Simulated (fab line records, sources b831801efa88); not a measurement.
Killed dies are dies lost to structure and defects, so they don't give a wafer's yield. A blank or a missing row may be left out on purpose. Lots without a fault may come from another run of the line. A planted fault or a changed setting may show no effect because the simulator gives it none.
Which tool did it? | flow gf180mcu | 13 lots, 39 wafers sampled, at 4 steps of a route of 602

WHAT THE GAUGES READ, wafer by wafer
GF_NWELL_OVL_MEAS_07. Usual: NWELL_OVL 1.1 nm, standard deviation 1.3.
lot  | measured    | on         | NWELL_OVL (nm) | flag
L504 | day 3 12:06 | overlay-01 | 1.9 2.9 3.9    |
L505 | day 3 18:50 | overlay-01 | 0.0 1.7 1.6    |
L506 | day 3 23:38 | overlay-01 | 3.0 4.6 3.2    |
L507 | day 4 04:14 | overlay-01 | 0.4 1.6 1.0    |
L508 | day 4 10:16 | overlay-01 | 1.0 2.7 -0.4   |
L509 | day 4 18:22 | overlay-01 | 2.6 2.5 3.2    |
L511 | day 5 06:27 | overlay-01 | -1.4 0.2 0.3   |
L521 | day 7 09:18 | overlay-02 | 1.4 2.0 0.1    |
L522 | day 7 16:26 | overlay-02 | 0.1 1.7 0.8    |
L523 | day 8 01:11 | overlay-02 | 1.2 -0.3 -0.9  |
L524 | day 8 02:29 | overlay-01 | 3.1 2.9 1.7    |
L525 | day 8 07:56 | overlay-01 | 1.4 0.9 1.8    |
L526 | day 8 14:02 | overlay-02 | 0.2 0.4 -0.6   |

GF_LVPWELL_TW_MEAS_11. Usual: LVPWELL_TW 560, standard deviation 5.
lot  | measured    | on            | LVPWELL_TW  | flag
L504 | day 4 00:52 | film_metro-01 | 554 555 557 |
L505 | day 4 08:22 | film_metro-03 | 560 558 558 |
L506 | day 4 13:58 | film_metro-03 | 562 562 559 |
L507 | day 4 18:16 | film_metro-03 | 564 563 564 |
L508 | day 5 00:56 | film_metro-03 | 620 617 620 | OFF
L509 | day 5 09:58 | film_metro-03 | 624 619 620 | OFF
L511 | day 5 21:46 | film_metro-03 | 616 622 622 | OFF
L521 | day 8 01:58 | film_metro-01 | 551 552 558 |
L522 | day 8 09:36 | film_metro-01 | 556 555 559 |
L523 | day 8 18:58 | film_metro-01 | 553 557 553 |
L524 | day 8 19:55 | film_metro-01 | 555 555 558 |
L525 | day 9 00:49 | film_metro-01 | 558 555 556 |
L526 | day 9 07:35 | film_metro-01 | 556 558 559 |

GF_VT_IMPLANT_RS_MEAS_48: measures by four-point-probe. Usual: LVPWELL_RS 1197 ohm/sq, standard deviation 3.2.
lot  | measured     | on            | LVPWELL_RS (ohm/sq) | flag
L504 | day 7 19:01  | film_metro-03 | 1196 1195 1197      |
L505 | day 8 04:11  | film_metro-03 | 1198 1199 1196      |
L506 | day 8 11:13  | film_metro-03 | 1191 1193 1189      |
L507 | day 8 15:26  | film_metro-01 | 1200 1198 1196      |
L508 | day 8 22:29  | film_metro-01 | 1432 1434 1437      | OFF
L509 | day 9 10:19  | film_metro-03 | 1426 1432 1432      | OFF
L511 | day 10 00:14 | film_metro-03 | 1432 1424 1427      | OFF
L521 | day 12 13:47 | film_metro-03 | 1199 1195 1196      |
L522 | day 13 01:04 | film_metro-01 | 1194 1195 1192      |
L523 | day 13 10:20 | film_metro-03 | 1199 1198 1203      |
L524 | day 13 11:52 | film_metro-01 | 1197 1197 1199      |
L525 | day 13 18:22 | film_metro-01 | 1197 1194 1197      |
L526 | day 14 03:42 | film_metro-01 | 1197 1193 1199      |

WHICH TOOL RAN EACH LOT (tool, then ch and the chambers of the sampled wafers, then the start)
lot  | GF_LVPWELL_IMPLANT_08
L504 | implanter-04 ch 0, day 4 00:28
L505 | implanter-01 ch 0, day 4 07:58
L506 | implanter-04 ch 0, day 4 13:34
L507 | implanter-04 ch 0, day 4 17:53
L508 | implanter-04 ch 0, day 5 00:32
L509 | implanter-04 ch 0, day 5 09:34
L511 | implanter-04 ch 0, day 5 21:23
L521 | implanter-01 ch 0, day 8 01:35
L522 | implanter-01 ch 0, day 8 09:12
L523 | implanter-04 ch 0, day 8 18:35
L524 | implanter-01 ch 0, day 8 19:31
L525 | implanter-04 ch 0, day 9 00:27
L526 | implanter-04 ch 0, day 9 07:13
- GF_LVPWELL_IMPLANT_08

WHAT THE TOOLS THEMSELVES READ (means of the sampled wafers that have a number; where no wafer has one, the mark that the record gives instead)
GF_LVPWELL_IMPLANT_08. Usual: tilt_deg -0.002 degrees, standard deviation 0.018.
lot  | tool         | tilt_deg (degrees) | flag
L504 | implanter-04 | 0.016              |
L505 | implanter-01 | -0.001             |
L506 | implanter-04 | 0.002              |
L507 | implanter-04 | 0.003              |
L508 | implanter-04 | 6.426              | OFF
L509 | implanter-04 | 6.430              | OFF
L511 | implanter-04 | 6.468              | OFF
L521 | implanter-01 | -0.017             |
L522 | implanter-01 | 0.010              |
L523 | implanter-04 | -0.001             |
L524 | implanter-01 | -0.014             |
L525 | implanter-04 | 0.006              |
L526 | implanter-04 | -0.004             |

THE ANSWER, worked out from the rows above alone
Rule: a lot is off if the mean of its wafers that have a number lies more than 3 standard deviations from the usual mean. A lot without any number at a reading at which 4 lots or more have one is off too. The other lots that the step has rows for count as sound. The gauges are gone through in route order, then the tools' own readings, and for those a lot's mean is taken as printed above. The first step at which some lot is off is used, and at that step the reading that is off furthest; a lot without a number counts as furthest.
Off: L508, L509, L511, at GF_LVPWELL_TW_MEAS_11 (LVPWELL_TW).
A tool fits if, at a process step before that reading, it ran every lot that is off, and no sound lot after the first of them. The gauges at GF_LVPWELL_TW_MEAS_11 aren't tried: what is off there is off at GF_LVPWELL_IMPLANT_08 too, on other tools, and a gauge's error can't cause that. None of those tried fits.

WHAT THE SIMULATOR HAD PUT IN
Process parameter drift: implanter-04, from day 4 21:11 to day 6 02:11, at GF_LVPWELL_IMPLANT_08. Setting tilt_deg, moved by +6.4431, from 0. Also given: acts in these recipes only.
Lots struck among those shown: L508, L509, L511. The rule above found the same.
